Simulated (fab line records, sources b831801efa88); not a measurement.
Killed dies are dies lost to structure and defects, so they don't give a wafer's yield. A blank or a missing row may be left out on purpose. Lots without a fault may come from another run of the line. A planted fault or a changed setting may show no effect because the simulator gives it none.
fab line records | flow sky130
record lots=6 wafers=18 last_day=49
route steps=708 shown POLY_GATE@236 LDD_N@237 LDD_P@255 LDD_HVN@267 PAD_OPEN@708
lots that met no fault: from a run of the same line without faults
start_h: hours from the record's first day to the start of the lot's first wafer shown | wait_h: hours since the lot's step before | " the same as in the row above | L1.1+2: a row that stands for several wafers | - no value, or no start given | * or withheld: withheld | < > ~ a bound
route shown NAME@n: a module of which the file shows steps, and the number in the route of the first | usual: mean/standard deviation of fault-free wafers | same: alike in all rows | chamber/n: place in a boat | sites: the reading at each site | _std_site: their standard deviation | _edge_site: outer sites' mean less inner sites' | radius_mm: how far each site lies from the wafer's centre | mask NAME#n: copy n | behind: the tool/chamber that last shaped the wafer | hold: why the lot was held/for how many hours/how that ended | device: the transistor (n, p or np) that didn't switch | end of line: the same wafers' tests at the end of the route | a step without rows: its recipe alone | killed: dies lost to structure and defects at the first sort, not the wafer's yield | map: a wafer's dies, x killed, . not, _ none there
set.NAME: the setting as run; set.NAME@STEP: as run at that earlier step | model.NAME: the simulator's own value behind a step, which no gauge read
lots at some steps of the route; a table a step, a row a wafer
services: from which hour (start_h, from the record's first day; less than 0 if before it) a tool's chamber was out of use, for how many hours, and why
## steps
# step SKY_POLY_GATE_CD_MEAS_22
# usual cd_nm=149/3
# columns lot.wafer tool chamber start_h wait_h cd_nm
L226.1 cd_sem-01 - 383.76 0.1 151
L226.5 " - " " 147
L226.6 " - " " 149
L228.1 cd_sem-02 - 401.97 0.1 149
L228.4 " - " " 153
L228.5 " - " " 155
L232.1 cd_sem-02 - 454.53 0.1 155
L232.2 " - " " 152
L232.4 " - " " 147
L236.1 cd_sem-01 - 466.99 0.1 153
L236.2 " - " " 151
L236.6 " - " " 155
L244.3 cd_sem-01 - 536.93 0.1 151
L244.4 " - " " 154
L244.5 " - " " 150
L245.3 cd_sem-01 - 544.34 0.1 150
L245.4 " - " " 150
L245.6 " - " " 147
# step SKY_LDD_N_DEHYDRATE_00
# recipe temp_c=200 time_s=60
# step SKY_LDD_N_HMDS_01
# recipe prime_time_s=60 prime_temp_c=120
# step SKY_LDD_N_COAT_02
# recipe resist=NOVOLAK spin_rpm=3000 resist_thk_nm=300
# step SKY_LDD_N_SOFTBAKE_03
# recipe temp_c=88.91 time_s=60 resist=NOVOLAK
# step SKY_LDD_N_EXPOSE_04
# recipe mask_id=NTM target_cd_nm=840 na=0.6 source_shape=conventional sigma_outer=0.6 dose_mj=110
# step SKY_LDD_N_PEB_05
# recipe temp_c=withheld time_s=* resist=NOVOLAK
# step SKY_LDD_N_DEVELOP_06
# recipe develop_time_s=60 dev_temp_c=23
# step SKY_LDD_N_OVL_MEAS_07
# usual LDD_N_OVL=1.8/1.4
# columns lot.wafer tool chamber start_h wait_h LDD_N_OVL[nm]
L226.1 overlay-02 - 412.44 0.1 1.2
L226.5 " - " " 1.5
L226.6 " - " " -0.5
L228.1 overlay-02 - 431.64 0.1 2.7
L228.4 " - " " 4.7
L228.5 " - " " 2.9
L232.1 overlay-02 - 484.39 0.1 2.3
L232.2 " - " " 3.1
L232.4 " - " " 4.2
L236.1 overlay-02 - 496.99 0.1 1.2
L236.2 " - " " 1.4
L236.6 " - " " 1.4
L244.3 overlay-01 - 566.75 0.1 2.8
L244.4 " - " " 4.4
L244.5 " - " " 0.9
L245.3 overlay-01 - 573.74 0.1 1.2
L245.4 " - " " 1.9
L245.6 " - " " 0.5
# step SKY_LDD_N_IMPLANT_08
# recipe species=As energy_kev=20 dose_cm2=7.5e+13 tilt_deg=withheld rotation_deg=23
# step SKY_LDD_N_IMPLANT_09
# recipe species=As energy_kev=20 dose_cm2=7.5e+13 tilt_deg=withheld rotation_deg=113
# step SKY_LDD_N_IMPLANT_10
# recipe species=As energy_kev=20 dose_cm2=7.5e+13 tilt_deg=withheld rotation_deg=203
# step SKY_LDD_N_IMPLANT_11
# recipe species=As energy_kev=20 dose_cm2=7.5e+13 tilt_deg=withheld rotation_deg=293
# columns lot.wafer tool chamber start_h wait_h
L226.1+5+6 implanter-04 0 412.92 0.1
L228.1+4+5 implanter-03 0 432.12 0.1
L232.1+2+4 implanter-02 0 484.87 0.1
L236.1+2+6 implanter-02 0 497.47 0.1
L244.3+4+5 implanter-03 0 567.27 0.1
L245.3+4+6 implanter-03 0 574.27 0.1
# step SKY_LDD_N_IMPLANT_12
# recipe species=BF2 energy_kev=50 dose_cm2=5e+12 tilt_deg=30 rotation_deg=0
# step SKY_LDD_N_IMPLANT_13
# recipe species=BF2 energy_kev=50 dose_cm2=5e+12 tilt_deg=30 rotation_deg=90
# step SKY_LDD_N_IMPLANT_14
# recipe species=BF2 energy_kev=50 dose_cm2=5e+12 tilt_deg=30 rotation_deg=180
# step SKY_LDD_N_IMPLANT_15
# recipe species=BF2 energy_kev=50 dose_cm2=5e+12 tilt_deg=30 rotation_deg=270
# step SKY_LDD_N_STRIP_16
# recipe chemistry=O2/N2 power_w=1400 pressure_mtorr=1500 platen_temp_c=withheld o2_flow_sccm=3000 n2_flow_sccm=300 overash_fraction=0.5
# usual drypump_motor_current_A=5.8/0.42 oes_product_au=0.407/0.0049 strip_time_to_endpoint_s=4.328/0.015
# columns lot.wafer tool chamber start_h wait_h drypump_motor_current_A oes_product_au rf_hours_counter_h strip_time_to_endpoint_s
L226.1 plasma_asher-03 1 415.99 0.1 6.3 0.405 60 4.367
L226.5 " 0 " " 5.2 0.408 - 4.353
L226.6 " 1 " " 6.3 0.412 - 4.338
L228.1 plasma_asher-03 0 432.87 0.1 5.2 0.405 62 4.327
L228.4 " 0 " " 5.2 0.410 - 4.327
L228.5 " 0 " " 5.2 0.404 - 4.334
L232.1 plasma_asher-02 0 485.62 0.1 5.6 0.414 6 4.316
L232.2 " 1 " " 5.8 0.415 6 4.330
L232.4 " 0 " " 5.6 0.410 - 4.312
L236.1 plasma_asher-01 0 498.22 0.1 5.5 0.416 39 4.324
L236.2 " 1 " " 6.1 0.410 39 4.336
L236.6 " 0 " " 5.5 0.401 - 4.323
L244.3 plasma_asher-02 1 568.01 0.1 5.9 0.405 - 4.294
L244.4 " 0 " " 5.5 0.405 - 4.283
L244.5 " 1 " " 5.9 0.407 - 4.291
L245.3 plasma_asher-03 0 575.00 0.1 5.2 0.412 - 4.285
L245.4 " 1 " " 6.3 0.409 - 4.289
L245.6 " 0 " " 5.2 0.408 - 4.287
# step SKY_LDD_N_TW_MEAS_17
# usual LDD_N_TW=2595/19
# columns lot.wafer tool chamber start_h wait_h LDD_N_TW
L226.1 film_metro-03 - 416.09 0.1 2601
L226.5 " - " " 2597
L226.6 " - " " 2604
L228.1 film_metro-04 - 432.97 0.1 2593
L228.4 " - " " 2604
L228.5 " - " " 2601
L232.1 film_metro-03 - 485.72 0.1 2577
L232.2 " - " " 2588
L232.4 " - " " 2595
L236.1 film_metro-04 - 498.32 0.1 2602
L236.2 " - " " 2610
L236.6 " - " " 2606
L244.3 film_metro-03 - 568.09 0.1 2567
L244.4 " - " " 2567
L244.5 " - " " 2561
L245.3 film_metro-04 - 575.09 0.1 2608
L245.4 " - " " 2607
L245.6 " - " " 2604
# step SKY_LDD_P_DEHYDRATE_00
# recipe temp_c=200 time_s=60
# step SKY_LDD_P_HMDS_01
# recipe prime_time_s=60 prime_temp_c=120
# step SKY_LDD_P_COAT_02
# recipe resist=NOVOLAK spin_rpm=3000 resist_thk_nm=1140
# step SKY_LDD_P_SOFTBAKE_03
# recipe temp_c=90 time_s=60 resist=NOVOLAK
# step SKY_LDD_P_EXPOSE_04
# recipe mask_id=PSDM na=0.6 source_shape=conventional sigma_outer=0.6 polarization=unpolarized target_cd_nm=380 dose_mj=138
# step SKY_LDD_P_PEB_05
# recipe temp_c=withheld time_s=* resist=NOVOLAK
# step SKY_LDD_P_DEVELOP_06
# recipe resist=NOVOLAK developer=TMAH develop_time_s=60 dev_temp_c=23
# step SKY_LDD_P_CD_MEAS_07
# recipe target_cd_nm=380
# usual cd_nm=379.5/2.7
# columns lot.wafer tool chamber start_h wait_h cd_nm
L226.1 cd_sem-02 - 446.39 0.1 380.5
L226.5 " - " " 376.4
L226.6 " - " " 377.8
L228.1 cd_sem-01 - 464.38 0.1 381.8
L228.4 " - " " 383.7
L228.5 " - " " 380.7
L232.1 cd_sem-02 - 516.13 0.1 383.4
L232.2 " - " " 382.2
L232.4 " - " " 381.6
L236.1 cd_sem-01 - 528.98 0.1 379.0
L236.2 " - " " 378.1
L236.6 " - " " 378.2
L244.3 cd_sem-02 - 596.88 0.1 376.7
L244.4 " - " " 378.0
L244.5 " - " " 374.2
L245.3 cd_sem-01 - 604.11 0.1 380.1
L245.4 " - " " 381.0
L245.6 " - " " 382.6
# step SKY_LDD_P_OVL_MEAS_08
# usual LDD_P_OVL=0.8/1.3
# columns lot.wafer tool chamber start_h wait_h LDD_P_OVL[nm]
L226.1 overlay-01 - 446.51 0.1 2.2
L226.5 " - " " 1.7
L226.6 " - " " 1.8
L228.1 overlay-02 - 464.50 0.1 1.1
L228.4 " - " " 2.8
L228.5 " - " " 1.9
L232.1 overlay-02 - 516.26 0.1 3.1
L232.2 " - " " 0.3
L232.4 " - " " 2.1
L236.1 overlay-02 - 529.10 0.1 1.6
L236.2 " - " " 1.0
L236.6 " - " " 2.8
L244.3 overlay-01 - 596.97 0.1 0.6
L244.4 " - " " 0.0
L244.5 " - " " 0.6
L245.3 overlay-01 - 604.21 0.1 1.1
L245.4 " - " " 1.0
L245.6 " - " " 1.6
# step SKY_LDD_P_IMPLANT_09
# recipe species=BF2 energy_kev=25 dose_cm2=1e+13 tilt_deg=withheld
# step SKY_LDD_P_STRIP_10
# recipe chemistry=O2/N2 power_w=1400 pressure_mtorr=1500 platen_temp_c=withheld o2_flow_sccm=3000 n2_flow_sccm=300 overash_fraction=0.5
# usual drypump_motor_current_A=6.0/0.52 oes_product_au=0.716/0.0049 strip_time_to_endpoint_s=14.19/0.043
# columns lot.wafer tool chamber start_h wait_h drypump_motor_current_A oes_product_au rf_hours_counter_h strip_time_to_endpoint_s
L226.1 plasma_asher-03 1 446.69 0.1 6.3 0.712 63 14.18
L226.5 " 0 " " 5.2 0.717 - 14.20
L226.6 " 1 " " 6.3 0.718 - 14.22
L228.1 plasma_asher-04 1 464.69 0.1 6.7 0.719 78 14.25
L228.4 " 1 " " 6.7 0.707 - 14.22
L228.5 " 0 " " 6.2 0.711 - 14.25
L232.1 plasma_asher-04 0 516.44 0.1 6.2 0.716 84 14.24
L232.2 " 1 " " 6.7 0.720 84 14.24
L232.4 " 1 " " 6.7 0.723 - 14.22
L236.1 plasma_asher-03 1 529.29 0.1 6.3 0.718 71 14.14
L236.2 " 0 " " 5.2 0.724 71 14.15
L236.6 " 1 " " 6.3 0.716 - 14.12
L244.3 plasma_asher-01 0 597.18 0.1 5.5 0.711 - 14.13
L244.4 " 1 " " 6.1 0.720 - 14.15
L244.5 " 0 " " 5.5 0.715 - 14.19
L245.3 plasma_asher-03 1 604.41 0.1 6.3 0.709 - 14.16
L245.4 " 0 " " 5.2 0.720 - 14.15
L245.6 " 1 " " 6.3 0.711 - 14.15
# step SKY_LDD_P_TW_MEAS_11
# usual LDD_P_TW=639/4.8
# columns lot.wafer tool chamber start_h wait_h LDD_P_TW
L226.1 film_metro-02 - 446.79 0.1 637
L226.5 " - " " 635
L226.6 " - " " 637
L228.1 film_metro-04 - 464.79 0.1 637
L228.4 " - " " 639
L228.5 " - " " 642
L232.1 film_metro-02 - 516.54 0.1 635
L232.2 " - " " 636
L232.4 " - " " 639
L236.1 film_metro-01 - 529.39 0.1 638
L236.2 " - " " 641
L236.6 " - " " 641
L244.3 film_metro-04 - 597.26 0.1 642
L244.4 " - " " 641
L244.5 " - " " 645
L245.3 film_metro-04 - 604.50 0.1 643
L245.4 " - " " 644
L245.6 " - " " 644
# step SKY_LDD_HVN_DEHYDRATE_00
# recipe temp_c=200 time_s=60
# step SKY_LDD_HVN_HMDS_01
# recipe prime_time_s=60 prime_temp_c=120
# step SKY_LDD_HVN_COAT_02
# recipe resist=NOVOLAK spin_rpm=3000 resist_thk_nm=300
# step SKY_LDD_HVN_SOFTBAKE_03
# recipe temp_c=90 time_s=60 resist=NOVOLAK
# step SKY_LDD_HVN_EXPOSE_04
# recipe mask_id=HVNTM na=0.6 source_shape=conventional sigma_outer=0.6 polarization=unpolarized target_cd_nm=700 dose_mj=127
# step SKY_LDD_HVN_PEB_05
# recipe temp_c=withheld time_s=* resist=NOVOLAK
# step SKY_LDD_HVN_DEVELOP_06
# recipe resist=NOVOLAK developer=TMAH develop_time_s=60 dev_temp_c=23
# step SKY_LDD_HVN_OVL_MEAS_07
# usual LDD_HVN_OVL=-0.7/1.3
# columns lot.wafer tool chamber start_h wait_h LDD_HVN_OVL[nm]
L226.1 overlay-02 - 477.49 0.1 -0.3
L226.5 " - " " 0.2
L226.6 " - " " -0.7
L228.1 overlay-02 - 495.09 0.1 1.0
L228.4 " - " " -0.3
L228.5 " - " " 0.1
L232.1 overlay-02 - 546.87 0.1 0.4
L232.2 " - " " -0.9
L232.4 " - " " -0.8
L236.1 overlay-01 - 558.94 0.1 0.0
L236.2 " - " " -1.2
L236.6 " - " " -1.7
L244.3 overlay-02 - 626.35 0.1 -2.2
L244.4 " - " " -2.0
L244.5 " - " " -0.8
L245.3 overlay-01 - 633.15 0.1 2.6
L245.4 " - " " -0.1
L245.6 " - " " 0.8
# step SKY_LDD_HVN_IMPLANT_08
# recipe species=P energy_kev=60 dose_cm2=3e+13 tilt_deg=40
# step SKY_LDD_HVN_STRIP_09
# recipe chemistry=O2/N2 power_w=1400 pressure_mtorr=1500 platen_temp_c=withheld o2_flow_sccm=3000 n2_flow_sccm=300 overash_fraction=0.5
# usual drypump_motor_current_A=6.1/0.42 oes_product_au=0.408/0.0046 strip_time_to_endpoint_s=4.135/0.015
# columns lot.wafer tool chamber start_h wait_h drypump_motor_current_A oes_product_au rf_hours_counter_h strip_time_to_endpoint_s
L226.1 plasma_asher-02 0 477.67 0.1 5.6 0.412 5 4.118
L226.5 " 1 " " 5.8 0.406 - 4.136
L226.6 " 0 " " 5.6 0.412 - 4.140
L228.1 plasma_asher-04 1 495.27 0.1 6.7 0.410 82 4.104
L228.4 " 0 " " 6.2 0.408 - 4.145
L228.5 " 1 " " 6.7 0.406 - 4.143
L232.1 plasma_asher-04 1 547.06 0.1 6.7 0.407 87 4.131
L232.2 " 0 " " 6.2 0.406 87 4.122
L232.4 " 1 " " 6.7 0.418 - 4.129
L236.1 plasma_asher-01 1 559.12 0.1 6.1 0.409 46 4.116
L236.2 " 0 " " 5.5 0.409 46 4.107
L236.6 " 1 " " 6.1 0.412 - 4.144
L244.3 plasma_asher-01 0 626.55 0.1 5.5 0.407 - 4.162
L244.4 " 1 " " 6.1 0.402 - 4.147
L244.5 " 1 " " 6.1 0.413 - 4.145
L245.3 plasma_asher-02 1 633.35 0.1 5.9 0.415 - 4.135
L245.4 " 0 " " 5.6 0.406 - 4.173
L245.6 " 1 " " 5.8 0.415 - 4.152
# step SKY_LDD_HVN_TW_MEAS_10
# usual LDD_HVN_TW=1439/8.9
# columns lot.wafer tool chamber start_h wait_h LDD_HVN_TW
L226.1 film_metro-01 - 477.77 0.1 1452
L226.5 " - " " 1443
L226.6 " - " " 1444
L228.1 film_metro-02 - 495.37 0.1 1458
L228.4 " - " " 1445
L228.5 " - " " 1457
L232.1 film_metro-01 - 547.16 0.1 1459
L232.2 " - " " 1465
L232.4 " - " " 1450
L236.1 film_metro-02 - 559.22 0.1 1421
L236.2 " - " " 1421
L236.6 " - " " 1421
L244.3 film_metro-03 - 626.64 0.1 1439
L244.4 " - " " 1436
L244.5 " - " " 1440
L245.3 film_metro-03 - 633.44 0.1 1432
L245.4 " - " " 1436
L245.6 " - " " 1436
# step SKY_PAD_OPEN_PROBE_99
# usual killed_at_M0_to_M3=43/7.7 killed_at_M4_up=2.9/1.7 killed_at_contacts=24/5.5 killed_at_front_end=15/4 killed_at_other=0.4/0.66 killed_dies=86/9.4 killed_on_rim=17/3.5 killed_open=47/6.7 killed_short=38/6.2
# same gross_dies=492 killed_at_back_side=0
# columns lot.wafer tool chamber start_h wait_h killed_at_M0_to_M3 killed_at_M4_up killed_at_contacts killed_at_front_end killed_at_other killed_dies killed_on_rim killed_open killed_short model.etest.tip_n.rs_ohm_sq model.etest.tip_n.rs_ohm_sq_range model.etest.tip_n.rs_ohm_sq_rim_less_centre
L226.1 prober-01 - 1081.70 0.1 29 5 21 20 1 76 11 39 37 447.6 17.44 16.22
L226.5 prober-01 - 1081.90 0.2 50 3 38 20 0 111 18 62 49 447.8 13.73 6.083
L226.6 prober-01 - 1081.95 0.2 36 3 30 17 0 86 17 49 36 449.3 9.449 -4.775
L228.1 prober-01 - 1094.45 0.1 43 5 37 17 1 103 23 48 54 437.5 15.96 10.19
L228.4 prober-01 - 1094.60 0.2 33 4 23 17 0 77 15 41 36 440.6 11.21 -0.1002
L228.5 prober-01 - 1094.65 0.2 41 2 15 14 0 72 18 40 31 445.2 14.69 7.362
L232.1 prober-01 - 1130.45 0.1 51 5 28 12 1 97 17 54 40 450.1 14.06 1.065
L232.2 prober-01 - 1130.50 0.1 42 2 24 18 0 86 18 48 33 449.2 17.31 -5.548
L232.4 prober-01 - 1130.60 0.2 56 6 24 17 1 104 15 47 55 446 8.076 -1.219
L236.1 prober-02 - 1136.39 0.1 46 1 21 14 0 82 12 44 37 445.9 11.47 6.475
L236.2 prober-02 - 1136.44 0.1 48 1 24 10 0 83 19 46 37 443.3 6.218 -3.82
L236.6 prober-02 - 1136.64 0.2 33 1 30 15 1 80 18 47 33 443.3 12.02 2.45
L244.3 prober-01 - 1177.12 0.2 39 3 17 12 0 71 15 31 39 454.3 21.39 -8.072
L244.4 prober-01 - 1177.17 0.2 53 1 25 16 1 96 16 47 48 454.5 26.57 -14.25
L244.5 prober-01 - 1177.22 0.2 36 4 21 16 0 77 12 44 33 456.5 30.28 -10.39
L245.3 prober-02 - 1183.77 0.2 32 2 27 16 0 77 17 50 27 466 32.23 -4.741
L245.4 prober-02 - 1183.82 0.2 47 3 14 15 1 80 16 43 36 460.2 33.27 -1.001
L245.6 prober-02 - 1183.92 0.2 36 2 24 7 0 69 13 41 27 461.7 28.24 -10.01
# killed by level:class
L226.1 VIA1:geometric_particle:open=10 FIELD_ISO:geometric_particle:short=7 CONTACT:geometric_particle:open=7 VIA3:geometric_particle:open=7 FIELD_ISO:geometric_particle:open=4 LOCAL_INTERCONNECT:geometric_particle:short=4 CONTACT:geometric_particle:short=4 POLY_GATE:geometric_particle:short=3
L226.5 VIA1:geometric_particle:open=16 CONTACT:geometric_particle:open=13 LOCAL_INTERCONNECT:geometric_particle:short=10 METAL1:geometric_particle:short=8 VIA2:geometric_particle:open=7 FIELD_ISO:geometric_particle:short=6 LI_CONTACT:geometric_particle:open=6 POLY_GATE:geometric_particle:short=5
L226.6 CONTACT:geometric_particle:open=11 LI_CONTACT:geometric_particle:open=7 VIA1:geometric_particle:open=7 METAL1:geometric_particle:short=7 FIELD_ISO:geometric_particle:open=6 VIA3:geometric_particle:open=5 LOCAL_INTERCONNECT:geometric_particle:short=4 CONTACT:geometric_particle:short=4
L228.1 CONTACT:geometric_particle:open=14 METAL2:geometric_particle:short=9 LI_CONTACT:geometric_particle:open=9 VIA1:geometric_particle:open=9 METAL1:geometric_particle:short=8 CONTACT:geometric_particle:short=7 VIA3:geometric_particle:short=5 METAL4:geometric_particle:short=5
L228.4 CONTACT:geometric_particle:open=10 METAL1:geometric_particle:short=8 FIELD_ISO:geometric_particle:short=6 LI_CONTACT:geometric_particle:open=6 VIA1:geometric_particle:open=5 VIA3:geometric_particle:open=5 POLY_GATE:geometric_particle:open=4 LI_CONTACT:geometric_particle:short=3
L228.5 VIA1:geometric_particle:open=9 LI_CONTACT:geometric_particle:open=6 VIA1:geometric_particle:short=6 VIA3:geometric_particle:open=6 FIELD_ISO:geometric_particle:open=4 CONTACT:geometric_particle:open=4 VIA2:geometric_particle:open=4 METAL3:geometric_particle:short=4
L232.1 CONTACT:geometric_particle:open=13 VIA1:geometric_particle:open=12 VIA1:geometric_particle:short=11 LI_CONTACT:geometric_particle:open=7 FIELD_ISO:geometric_particle:open=6 VIA2:geometric_particle:open=6 LI_CONTACT:geometric_particle:short=5 METAL2:geometric_particle:short=4
L232.2 CONTACT:geometric_particle:open=11 VIA1:geometric_particle:open=10 FIELD_ISO:geometric_particle:open=7 METAL1:geometric_particle:short=7 LI_CONTACT:geometric_particle:open=5 VIA2:geometric_particle:open=5 LI_CONTACT:geometric_particle:short=4 VIA1:geometric_particle:short=4
L232.4 VIA1:geometric_particle:open=13 VIA1:geometric_particle:short=11 FIELD_ISO:geometric_particle:short=9 LI_CONTACT:geometric_particle:open=7 METAL2:geometric_particle:short=7 CONTACT:geometric_particle:open=6 VIA3:geometric_particle:open=6 FIELD_ISO:geometric_particle:open=5
L236.1 VIA2:geometric_particle:open=8 CONTACT:geometric_particle:open=7 VIA3:geometric_particle:open=7 METAL1:geometric_particle:short=6 VIA1:geometric_particle:open=6 VIA3:geometric_particle:short=5 FIELD_ISO:geometric_particle:short=4 LI_CONTACT:geometric_particle:open=4
L236.2 VIA3:geometric_particle:open=10 CONTACT:geometric_particle:open=9 VIA1:geometric_particle:open=8 VIA1:geometric_particle:short=6 VIA2:geometric_particle:open=6 CONTACT:geometric_particle:short=5 LI_CONTACT:geometric_particle:open=4 METAL1:geometric_particle:open=4
L236.6 CONTACT:geometric_particle:open=10 VIA1:geometric_particle:open=9 VIA3:geometric_particle:open=6 LI_CONTACT:geometric_particle:open=5 LI_CONTACT:geometric_particle:short=5 LOCAL_INTERCONNECT:geometric_particle:short=5 FIELD_ISO:geometric_particle:short=4 VIA2:geometric_particle:open=4
L244.3 VIA2:geometric_particle:open=8 METAL1:geometric_particle:short=7 VIA2:geometric_particle:short=6 LOCAL_INTERCONNECT:geometric_particle:short=5 VIA1:geometric_particle:open=4 CONTACT:geometric_particle:open=4 METAL1:geometric_particle:open=4 FIELD_ISO:geometric_particle:short=3
L244.4 VIA2:geometric_particle:open=10 VIA1:geometric_particle:open=9 METAL1:geometric_particle:short=8 LI_CONTACT:geometric_particle:open=8 CONTACT:geometric_particle:short=7 CONTACT:geometric_particle:open=6 FIELD_ISO:geometric_particle:short=5 VIA1:geometric_particle:short=5
L244.5 CONTACT:geometric_particle:open=11 LI_CONTACT:geometric_particle:open=7 VIA1:geometric_particle:open=7 METAL1:geometric_particle:short=6 FIELD_ISO:geometric_particle:open=4 FIELD_ISO:geometric_particle:short=4 POLY_GATE:geometric_particle:open=4 METAL4:geometric_particle:short=4
L245.3 CONTACT:geometric_particle:open=12 VIA1:geometric_particle:open=9 VIA3:geometric_particle:open=6 VIA2:geometric_particle:open=4 LI_CONTACT:geometric_particle:open=4 LOCAL_INTERCONNECT:geometric_particle:short=4 CONTACT:geometric_particle:short=4 METAL1:geometric_particle:short=4
L245.4 VIA1:geometric_particle:open=13 FIELD_ISO:geometric_particle:open=6 METAL1:geometric_particle:short=6 LI_CONTACT:geometric_particle:open=5 LOCAL_INTERCONNECT:geometric_particle:short=4 VIA1:geometric_particle:short=4 VIA2:geometric_particle:open=4 VIA3:geometric_particle:open=4
L245.6 VIA1:geometric_particle:open=12 CONTACT:geometric_particle:open=9 VIA2:geometric_particle:open=7 LOCAL_INTERCONNECT:geometric_particle:short=6 LI_CONTACT:geometric_particle:open=5 METAL2:geometric_particle:short=5 FIELD_ISO:geometric_particle:short=2 SPACER:geometric_particle:open=2
## services
# columns tool chamber start_h hours kind
implanter-03 - 417.47 5.4 repair
plasma_asher-02 - 421.25 9.0 pm
plasma_asher-02 0 421.25 9.0 vent_cycle
plasma_asher-02 1 421.25 9.0 vent_cycle
implanter-02 - 429.40 4.1 repair
plasma_asher-02 0 430.25 - clean
plasma_asher-02 1 430.25 - clean
plasma_asher-01 - 458.78 8.1 repair
plasma_asher-03 - 475.92 3.0 repair
implanter-03 - 479.74 6.4 pm
plasma_asher-03 - 492.63 7.9 repair
plasma_asher-02 - 512.16 2.7 pm
implanter-03 - 518.11 3.1 repair
plasma_asher-02 - 575.01 9.5 repair
implanter-03 - 601.23 0.6 repair
implanter-03 - 603.69 23.2 pm
plasma_asher-04 - 604.98 2.0 repair
plasma_asher-03 - 624.33 12.8 repair
implanter-04 - 627.07 92.0 pm
## key
first_sign none at tools or gauges
model_effect step=SKY_PAD_OPEN_PROBE_99 value=etest.tip_n.rs_ohm_sq without=440.7 struck=458.9
met_at SKY_LDD_N_IMPLANT_11
struck_wafers L244.3,L244.4,L244.5,L245.3,L245.4,L245.6
tester_left_out L244,L245
onset_between 432.12 567.27
also_fits time
fault kind=process_parameter_drift tool=implanter-03 chamber=- onset_h=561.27 steps=SKY_LDD_N_IMPLANT_11 channel=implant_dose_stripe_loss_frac offset=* shape=step end_h=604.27
# tester_left_out: of these lots the tester's yield and bins aren't shown, on N5 and GAA mostly nor the transistor test; their killed dies are dies lost to structure and defects alone, not to doping, threshold or leakage, so they don't give the yield
